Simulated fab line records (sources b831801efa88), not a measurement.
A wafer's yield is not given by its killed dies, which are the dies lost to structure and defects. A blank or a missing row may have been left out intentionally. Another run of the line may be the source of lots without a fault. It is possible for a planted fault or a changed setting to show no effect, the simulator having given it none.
Chamber matching | flow gf180mcu | GF_SAB_ETCH_11 on rieDiel-03: 4 sister chambers
The step etches SiO2 in C4F8/O2/Ar, target depth 55 nm, time 8.5 s. 14 wafers are shown with their chamber, then 7 later ones without.

== WAFERS PAIRED WITH THEIR CHAMBERS ==
wafer  | chamber | oesProductAu (a.u.)
L077.1 | 1       | 1.007
L077.5 | 1       | 0.992
L077.6 | 0       | 1.002
L080.3 | 2       | 1.003
L080.4 | 0       | 1.001
L080.5 | 1       | 0.995
L081.1 | 2       | 1.005
L081.3 | 1       | 0.997
L081.5 | 3       | 0.997
L085.2 | 1       | 1.001
L085.4 | 3       | 0.994
L085.5 | 2       | 1.026
L086.1 | 3       | 0.992
L086.2 | 0       | 1.008

SIGNATURES (averages over the wafers above)
reading      | chamber 0 | chamber 1 | chamber 2 | chamber 3 | scatter within a chamber
oesProductAu | 1.00367   | 0.99840   | 1.01133   | 0.99433   | 0.00708
Rule: for a wafer and a chamber, the distance is found by dividing, reading by reading, the gap between the wafer's reading and the chamber's mean by the reading's scatter, squaring, summing and taking the root. If the next closest chamber is less than 2 further off than the closest, the wafer can't be placed; otherwise it belongs to the closest. The scatter is the square root of a quotient: the sum, over the shown wafers, of each reading's squared deviation from its chamber's mean, divided by wafers minus chambers.

== WAFERS MISSING THEIR CHAMBER ==
wafer  | oesProductAu (a.u.)
L086.5 | 0.988
L087.1 | 0.992
L087.3 | 0.997
L087.5 | 1.016
L097.2 | 1.013
L097.3 | 0.995
L097.4 | 1.003

== CHAMBER TAKEN BY EACH ==
wafer  | from the rows above               | in truth
L086.5 | can't be placed: 3 or 1 or 0      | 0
L087.1 | can't be placed: 3 or 1 or 0      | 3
L087.3 | can't be placed: 1 or 3 or 0 or 2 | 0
L087.5 | can't be placed: 2 or 0 or 1      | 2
L097.2 | can't be placed: 2 or 0 or 1      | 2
L097.3 | can't be placed: 3 or 1 or 0      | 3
L097.4 | can't be placed: 0 or 1 or 2 or 3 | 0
Correct placement for 0 of the 7. From these rows, 7 cannot be placed; in 7 the true chamber is one of the candidates. Number placed wrongly: 0.
